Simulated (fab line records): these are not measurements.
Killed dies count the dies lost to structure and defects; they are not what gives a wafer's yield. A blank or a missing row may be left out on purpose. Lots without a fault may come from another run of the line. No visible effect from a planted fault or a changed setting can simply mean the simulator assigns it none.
2 desks, one fault | flow sky130 | every desk sees just its own numbers, and what lay behind them comes last

== METROLOGY DESK ==
What the gauges read, lot by lot, whatever tool the lot ran on: means of the sampled wafers that have a number. Marked OUT: a lot whose mean sits more than 4 standard deviations from the usual mean, which makes it out of limits; the brackets give that distance.
Columns: A = CAPM_CVD_00_THK at SKY_CAPM_THK_MEAS_01, usual 15.47 nm
lot  | first seen here | A
L977 | day 36 16:55    | 15.63
L979 | day 37 16:01    | 15.36
L980 | day 37 18:29    | 15.36
L982 | day 38 10:13    | 15.48
L983 | day 38 13:49    | 15.50
L986 | day 39 18:00    | 15.37
L987 | day 40 00:32    | 15.54
L989 | day 40 10:39    | 15.48
L990 | day 40 14:25    | 15.60
L996 | day 42 07:53    | 15.57
L998 | day 42 22:11    | 15.52
L100 | day 43 07:21    | 15.47
This desk found nothing out of limits on any of the 12 lots.

== AT THE TOOL OWNER'S DESK: rieDiel-04 ==
The tool's own readings at SKY_VIA1_ETCH_14 (etches BARC in N2/H2, stops on SiO2, time 45.9 s, target depth 60 nm): means of the sampled wafers that have a number, for each lot that ran on this tool. Marked OUT: a lot whose mean sits more than 4 standard deviations from the usual mean, which makes it out of limits; the brackets give that distance.
Columns: A = drypumpMotorCurrentA at SKY_VIA1_ETCH_14, usual 5.8 A; B = oesProductAu at SKY_VIA1_ETCH_14, usual 0.855 a.u.; C = throttleValvePct at SKY_VIA1_ETCH_14, usual 13.226 %
lot  | first seen here | A   | B     | C
L979 | day 35 07:21    | 6.0 | 0.855 | 13.223
L983 | day 36 04:33    | 6.0 | 0.854 | 13.226
L986 | day 37 10:27    | 6.1 | 0.856 | 13.227
L987 | day 37 17:07    | 6.2 | 0.862 | 13.237
L989 | day 38 03:57    | 6.1 | 0.852 | 13.230
L990 | day 38 08:09    | 6.1 | 0.854 | 13.230
L100 | day 41 02:07    | 6.3 | 0.849 | 13.229
This desk found nothing out of limits on any of the 7 lots.

== TAKEN TOGETHER ==
Nothing out of limits was seen by the metrology desk.
The tool owner's desk saw nothing out of limits.

== WHAT WAS PUT IN BY THE SIMULATOR ==
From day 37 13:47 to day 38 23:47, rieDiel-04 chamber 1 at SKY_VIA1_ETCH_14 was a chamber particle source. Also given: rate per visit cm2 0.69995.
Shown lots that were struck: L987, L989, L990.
